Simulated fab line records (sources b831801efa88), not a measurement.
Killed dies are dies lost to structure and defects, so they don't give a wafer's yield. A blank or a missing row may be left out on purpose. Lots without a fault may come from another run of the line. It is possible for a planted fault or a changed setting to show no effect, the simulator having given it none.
Matching of chambers	flow sky130	rie_diel-02 running SKY_VIA2_ETCH_14: 4 sister chambers
The step etches BARC in N2/H2, stops on SiO2, time 45.9 s, target depth 60 nm. 20 wafers are shown with their chamber, then 10 later ones without.

## EACH WAFER AND ITS CHAMBER
wafer	chamber	drypump_motor_current_A (A)	oes_product_au (a.u.)	throttle_valve_pct (%)
L075.2	2	6.6	0.857	13.241
L075.4	0	5.5	0.848	13.229
L075.6	3	5.6	0.852	13.227
L079.1	0	5.5	0.854	13.218
L079.2	2	6.6	0.852	13.244
L079.6	2	6.6	0.852	13.222
L082.1	2	6.6	0.856	13.214
L082.2	3	5.6	0.847	13.230
L082.5	3	5.6	0.852	13.210
L083.2	0	5.5	0.852	13.227
L083.3	3	5.6	0.848	13.229
L083.5	2	6.6	0.855	13.232
L084.2	2	6.5	0.851	13.233
L084.4	1	5.6	0.854	13.228
L084.6	2	6.5	0.858	13.220
L090.1	0	5.5	0.854	13.224
L090.2	1	5.5	0.850	13.236
L090.3	3	5.6	0.854	13.237
L090.4	2	6.5	0.855	13.227
L090.5	3	5.6	0.855	13.233

SIGNATURES (means of the wafers above)
reading	chamber 0	chamber 1	chamber 2	chamber 3	scatter within a chamber
drypump_motor_current_A	5.500	5.550	6.562	5.600	0.0385
oes_product_au	0.85200	0.85200	0.85450	0.85133	0.00284
throttle_valve_pct	13.22450	13.23200	13.22912	13.22767	0.00898
Rule: for each reading, subtract the chamber's mean from the wafer's reading, divide by that reading's scatter and square the result; add these up over the readings and take the root, which gives the wafer's distance from the chamber. If the next closest chamber is less than 2 further off than the closest, the wafer can't be placed; otherwise it belongs to the closest. The scatter: take each reading less its chamber's mean, square it, sum over the shown wafers, divide by the number of wafers less the number of chambers, and take the root.

## WAFERS MISSING THEIR CHAMBER
wafer	drypump_motor_current_A (A)	oes_product_au (a.u.)	throttle_valve_pct (%)
L090.6	5.5	0.852	13.207
L091.1	5.5	0.849	13.229
L091.3	5.5	0.856	13.221
L091.6	5.5	0.853	13.229
L094.1	5.6	0.854	13.225
L094.2	6.5	0.854	13.220
L094.4	5.5	0.856	13.219
L095.1	5.5	0.849	13.230
L095.4	5.6	0.855	13.207
L095.5	5.5	0.852	13.212

## THE CHAMBER EACH PASSED THROUGH
wafer	from the rows above	in truth
L090.6	can't be placed: 0 or 1 or 3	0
L091.1	can't be placed: 0 or 1 or 3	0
L091.3	can't be placed: 0 or 1 or 3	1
L091.6	can't be placed: 0 or 1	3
L094.1	can't be placed: 3 or 1 or 0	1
L094.2	2	2
L094.4	can't be placed: 0 or 1 or 3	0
L095.1	can't be placed: 0 or 1 or 3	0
L095.4	can't be placed: 3 or 1 or 0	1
L095.5	can't be placed: 0 or 1 or 3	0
Correctly placed: 1 of 10. From these rows, 9 cannot be placed; in 8 the true chamber is one of the candidates. Wrongly placed: 0.
